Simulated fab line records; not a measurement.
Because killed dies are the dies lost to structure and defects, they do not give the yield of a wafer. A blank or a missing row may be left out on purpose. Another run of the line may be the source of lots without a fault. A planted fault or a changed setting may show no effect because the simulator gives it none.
Chamber matching -- flow sky130 -- 3 sister chambers for SKY_CAPM_CVD_00 on pecvd-02
The step deposits SiO2, target thk 15.5 nm. 15 wafers are shown with their chamber, then 7 later ones without.

WAFERS WITH THEIR CHAMBER
wafer,chamber,heaterPowerOuterW (W),heaterPowerW (W),rfFwdPowerW (W)
L535.1,0,354,650,443.7
L535.4,0,369,642,444.5
L535.5,2,447,768,443.5
L536.1,0,324,593,446.0
L536.3,2,459,762,441.9
L536.5,1,331,602,445.7
L539.1,0,361,657,444.2
L539.5,0,367,661,442.8
L539.6,1,385,652,443.3
L543.1,2,554,877,438.3
L543.3,1,440,744,445.8
L543.5,2,549,892,440.6
L545.1,1,428,730,444.3
L545.2,0,382,693,442.1
L545.6,0,390,684,444.3

SIGNATURES (averages over the wafers above)
reading,chamber 0,chamber 1,chamber 2,scatter within a chamber
heaterPowerOuterW,363.86,396.00,502.25,40.7
heaterPowerW,654.29,682.00,824.75,53.4
rfFwdPowerW,443.943,444.775,441.075,1.54
Rule: for each reading, subtract the chamber's mean from the wafer's reading, divide by that reading's scatter and square the result; add these up over the readings and take the root, which gives the wafer's distance from the chamber. If the next closest chamber is less than 2 further off than the closest, the wafer can't be placed; otherwise it belongs to the closest. The scatter: take each reading less its chamber's mean, square it, sum over the shown wafers, divide by the number of wafers less the number of chambers, and take the root.

WAFERS WITHOUT THEIR CHAMBER
wafer,heaterPowerOuterW (W),heaterPowerW (W),rfFwdPowerW (W)
L546.2,537,895,439.8
L546.4,307,568,445.9
L546.5,348,595,444.1
L547.1,414,720,445.8
L547.3,563,922,439.8
L549.4,434,730,443.4
L549.6,564,914,439.9

CHAMBER TAKEN BY EACH
wafer,from the rows above,in truth
L546.2,2,2
L546.4,can't be placed: 0 or 1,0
L546.5,can't be placed: 0 or 1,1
L547.1,can't be placed: 1 or 0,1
L547.3,2,2
L549.4,can't be placed: 1 or 0 or 2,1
L549.6,2,2
Correctly placed: 3 of 7. Unplaceable from these rows: 4, with the true chamber sitting among the candidates in 4. Wrongly placed: 0.
